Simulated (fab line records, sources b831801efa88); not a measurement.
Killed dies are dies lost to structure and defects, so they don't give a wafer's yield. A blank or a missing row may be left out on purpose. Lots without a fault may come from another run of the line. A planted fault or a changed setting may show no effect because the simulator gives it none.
A struck lot beside a sound one | flow sky130 | 30 steps out of a route of 708
Sound: wafers L503.3, L503.4, L503.5. Struck: wafers L514.1, L514.2, L514.4. The cause comes at the end.
At each step with rows: each side's tool, then ch and its chambers, then its first start. Under that, the readings that differ: sound wafers | struck wafers | difference of the means | sigmas: that difference in standard deviations of wafers without a fault.
alike: readings whose means differ by less than 2 such deviations, and words and numbers that are the same on both sides. not compared: withheld readings, readings that some wafer has no value for, bounds like >300 that may hide the same value, and numbers for which the record gives no deviation and whose values overlap.
The two part at a step that has a row with sigmas, a row that says differs or no value, or rows on one side only. Numbers that don't overlap but have no deviation are shown without sigmas and don't part them. A reading that every wafer of one side lacks parts them only if that side has two wafers or more.

first, 5 steps without rows for these wafers: SKY_SONOS_ONO_COAT_08 (resist thk 1140 nm); SKY_SONOS_ONO_SOFTBAKE_09 (time 60 s); SKY_SONOS_ONO_EXPOSE_10 (exposes mask ONOM, target cd 410 nm); SKY_SONOS_ONO_PEB_11; SKY_SONOS_ONO_DEVELOP_12 (develop time 60 s).
SKY_SONOS_ONO_CD_MEAS_13: target cd 410 nm.
  sound on cd_sem-02, day 12 12:41; struck on cd_sem-01, day 16 16:53
  reading    | sound             | struck            | difference | sigmas
  cd_nm (nm) | 416.0 415.3 415.0 | 409.8 411.2 410.0 | -5.1       | -2
SKY_SONOS_ONO_OVL_MEAS_14:
  sound on overlay-02, day 12 12:47; struck on overlay-01, day 16 17:01
  alike: SONOS_ONO_OVL
SKY_SONOS_ONO_ETCH_15: etches the open film in CHF3/O2, target depth 19.52 nm, time 7.8 s.
  sound on rie_diel-01 ch 2,3, day 12 12:48; struck on rie_diel-02 ch 0,1,3, day 16 17:03
  alike: drypump_motor_current_A, oes_product_au, throttle_valve_pct
  not compared: rf_hours_counter_h
then, 1 step without rows for these wafers: SKY_SONOS_ONO_WET_ETCH_16 (etches SiO2 in dHF, target depth 14 nm, time 280 s).
SKY_SONOS_ONO_STRIP_17: strips in O2/N2.
  sound on plasma_asher-01 ch 0,1, day 12 12:56; struck on plasma_asher-02 ch 0,1, day 16 17:10
  alike: drypump_motor_current_A, oes_product_au, strip_time_to_endpoint_s
  not compared: rf_hours_counter_h
then, 2 steps without rows for these wafers: SKY_SONOS_ONO_WET_ETCH_18 (etches Si3N4 in H3PO4, target depth 15 nm, time 172 s); SKY_GATE_OXIDE_CLEAN_00 (cleans in SC1/SC2, time 150 s).
SKY_GATE_OXIDE_OXIDATION_01: stabilise 600 s, purge 300 s, target thk 10.268 nm.
  sound on furnace-02 ch 0, day 12 14:44; struck on furnace-01 ch 0, day 16 17:53
  reading                                           | sound                | struck               | difference | sigmas
  spike_tc_bottom_C (C)                             | 919.9 921.3 920.7    | 913.6 915.7 916.5    | -5.4       | -5
  spike_tc_centre_C (C)                             | 899.1 898.9 900.2    | 894.7 894.3 892.5    | -5.6       | -4
  spike_tc_lower_C (C)                              | 903.0 901.3 903.7    | 894.3 894.3 893.3    | -8.7       | -7
  spike_tc_top_C (C)                                | 907.5 906.3 908.4    | 901.1 902.0 901.5    | -5.9       | -5
  spike_tc_upper_C (C)                              | 898.1 898.6 897.2    | 893.7 894.8 895.9    | -3.2       | -2
  tube_center_temp_C (C)                            | 900.07 899.94 899.94 | 893.99 893.95 893.97 | -6.01      | -84
  tube_center_temp_C_max                            | 901.8 901.6 901.6    | 896.3 896.4 896.3    | -5.3       | -14
  model.SiO2_of_GATE_OXIDE_OXIDATION_01.thk_nm (nm) | 10.36 10.32 10.23    | 9.437 9.605 9.495    | -0.791     |
SKY_GATE_OXIDE_THK_MEAS_02:
  sound on film_metro-02, day 12 16:10; struck on film_metro-01, day 16 19:17
  reading                          | sound             | struck         | difference | sigmas
  GATE_OXIDE_OXIDATION_00_THK (nm) | 10.35 10.31 10.22 | 9.43 9.63 9.53 | -0.76      | -4
then, 7 steps without rows for these wafers: SKY_GATE_OXIDE_DEHYDRATE_03 (time 60 s); SKY_GATE_OXIDE_HMDS_04 (prime time 60 s); SKY_GATE_OXIDE_COAT_05 (resist thk 1140 nm); SKY_GATE_OXIDE_SOFTBAKE_06 (time 60 s); SKY_GATE_OXIDE_EXPOSE_07 (exposes mask LVOM, target cd 600 nm); SKY_GATE_OXIDE_PEB_08; SKY_GATE_OXIDE_DEVELOP_09 (develop time 60 s).
SKY_GATE_OXIDE_OVL_MEAS_10:
  sound on overlay-02, day 13 16:11; struck on overlay-02, day 18 00:08
  alike: GATE_OXIDE_OVL
then, 2 steps without rows for these wafers: SKY_GATE_OXIDE_IMPLANT_11; SKY_GATE_OXIDE_WET_ETCH_12 (etches SiO2 in dHF, target depth 16.8 nm, time 336 s).
SKY_GATE_OXIDE_STRIP_13: strips in O2/N2.
  sound on plasma_asher-04 ch 0,1, day 13 16:36; struck on plasma_asher-02 ch 0,1, day 18 00:26
  alike: drypump_motor_current_A, oes_product_au, strip_time_to_endpoint_s
  not compared: rf_hours_counter_h
SKY_GATE_OXIDE_TW_MEAS_14:
  sound on film_metro-04, day 13 16:41; struck on film_metro-02, day 18 00:32
  alike: GATE_OXIDE_TW
then, 1 step without rows for these wafers: SKY_GATE_OXIDE_CLEAN_15 (cleans in SC1/SC2, time 150 s).
SKY_GATE_OXIDE_OXIDATION_16: stabilise 600 s, purge 300 s, target thk 3.57 nm.
  sound on furnace-01 ch 0, day 13 16:56; struck on furnace-02 ch 0, day 18 03:14
  reading                                           | sound            | struck            | difference | sigmas
  model.SiO2_of_GATE_OXIDE_OXIDATION_01.thk_nm (nm) | 11.71 11.7 11.61 | 10.84 10.98 10.91 | -0.76      |
  alike: spike_tc_bottom_C, spike_tc_centre_C, spike_tc_lower_C, spike_tc_top_C, spike_tc_upper_C, tube_center_temp_C, tube_center_temp_C_max
then, 1 step without rows for these wafers: SKY_POLY_GATE_CVD_00 (deposits poly-Si, target thk 180 nm, time 720 s).
-- the record jumps here: 31 days lie between the struck wafers' starts before and after (it left off in module POLY_GATE and takes up again in module PAD_OPEN, whose first step shown is number 708 of the route) --
SKY_PAD_OPEN_PROBE_99:
  sound on prober-01, day 45 16:10; struck on prober-01, day 48 17:40
  reading                                | sound                         | struck                        | difference | sigmas
  model.etest.nfet_16v.r_on_ohm_um       | 1.417e+04 1.413e+04 1.413e+04 | 1.338e+04 1.331e+04 1.348e+04 | -7.533e+02 |
  model.etest.pfet_g5v0d10v5.r_on_ohm_um | 4804 4762 4749                | 4625 4636 4602                | -151       |
  model.etest.tip_sonos.rs_ohm_sq        | 2601 2637 2587                | 2402 2456 2430                | -179       |
  model.etest.nfet_g5v0d10v5.r_on_ohm_um | 1922 1890 1887                | 1812 1796 1819                | -91        |
  model.etest.nfet_g5v0d10v5.drive_ua_um | 596.1 604.7 603.5             | 645.7 643.1 639.6             | +41.4      |
  model.etest.nfet_05v0_nvt.drive_ua_um  | 568.7 569.4 574.8             | 610.8 608.5 609.4             | +38.6      |
  model.etest.pfet_g5v0d10v5.drive_ua_um | 342 342.5 344.5               | 356.5 354.9 354.9             | +12.4      |
  model.etest.nfet_16v.drive_ua_um       | 217.9 219.1 220.2             | 243.7 240.3 238.4             | +21.7      |
  alike: killed_at_M0_to_M3, killed_at_M4_up, killed_at_contacts, killed_at_front_end, killed_at_other, killed_dies, killed_open, killed_short

WHERE THEY PART
First at SKY_SONOS_ONO_CD_MEAS_13; last, within this record, at SKY_GATE_OXIDE_THK_MEAS_02. Later steps at which nothing parts them and some readings are alike: SKY_GATE_OXIDE_OVL_MEAS_10, SKY_GATE_OXIDE_STRIP_13, SKY_GATE_OXIDE_TW_MEAS_14, SKY_GATE_OXIDE_OXIDATION_16, SKY_PAD_OPEN_PROBE_99.

WHY: what the simulator had put in
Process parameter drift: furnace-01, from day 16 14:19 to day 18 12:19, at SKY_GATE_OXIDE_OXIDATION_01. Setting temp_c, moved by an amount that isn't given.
